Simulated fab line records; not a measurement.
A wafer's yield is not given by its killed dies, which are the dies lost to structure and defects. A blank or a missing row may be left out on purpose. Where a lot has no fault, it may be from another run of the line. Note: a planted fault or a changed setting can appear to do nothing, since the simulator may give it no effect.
Chamber matching + flow gf180mcu + GF_V4_CMP_04 on cmp-01: 4 sister chambers
The step polishes SiO2. 8 wafers are shown with their chamber, then 12 later ones without.

EACH WAFER AND ITS CHAMBER
| wafer  | chamber | motor_current_A (A) | time_to_endpoint_s (s) |
|--------|---------|---------------------|------------------------|
| L085.6 | 3       | 13.6                | 68                     |
| L087.6 | 0       | 10.6                | 96                     |
| L089.3 | 2       | 13.6                | 75                     |
| L089.4 | 1       | 11.8                | 83                     |
| L089.6 | 2       | 13.6                | 80                     |
| L091.1 | 0       | 11.3                | 79                     |
| L091.4 | 1       | 11.9                | 82                     |
| L091.6 | 3       | 12.7                | 76                     |

WAFERS WITH NO CHAMBER GIVEN
| wafer  | motor_current_A (A) | time_to_endpoint_s (s) |
|--------|---------------------|------------------------|
| L092.1 | 11.8                | 77                     |
| L092.3 | 12.9                | 69                     |
| L092.6 | 12.2                | 81                     |
| L093.2 | 11.5                | 81                     |
| L093.5 | 13.7                | 77                     |
| L093.6 | 13.0                | 81                     |
| L094.2 | 12.3                | 70                     |
| L094.3 | 12.5                | 75                     |
| L094.6 | 13.8                | 71                     |
| L097.1 | 11.9                | 77                     |
| L097.3 | 11.7                | 80                     |
| L097.4 | 12.8                | 79                     |

WHICH CHAMBER EACH WENT THROUGH
| wafer  | from the rows above          | in truth |
|--------|------------------------------|----------|
| L092.1 | can't be placed: 1 or 0      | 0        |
| L092.3 | can't be placed: 3 or 2      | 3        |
| L092.6 | can't be placed: 1 or 3      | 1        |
| L093.2 | can't be placed: 1 or 0      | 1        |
| L093.5 | can't be placed: 2 or 3      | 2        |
| L093.6 | can't be placed: 3 or 2 or 1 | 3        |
| L094.2 | can't be placed: 3 or 1 or 2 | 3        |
| L094.3 | can't be placed: 3 or 1 or 2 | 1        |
| L094.6 | can't be placed: 2 or 3      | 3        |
| L097.1 | can't be placed: 1 or 0      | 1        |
| L097.3 | can't be placed: 1 or 0      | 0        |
| L097.4 | can't be placed: 3 or 2 or 1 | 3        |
Placed correctly: 0 of 12. From these rows, 12 cannot be placed; in 12 the true chamber is one of the candidates. Number placed wrongly: 0.
How it was worked out, from the rows above alone: a wafer's distance from a chamber is the root of the sum, over the readings, of the square of ((its reading less the chamber's mean) divided by the reading's scatter). If the next closest chamber is less than 2 further off than the closest, the wafer can't be placed; otherwise it belongs to the closest. A chamber's mean is the mean of its shown wafers. The scatter: the root of (the sum of the squares of (reading less its chamber's mean) over the shown wafers, divided by (wafers less chambers)).
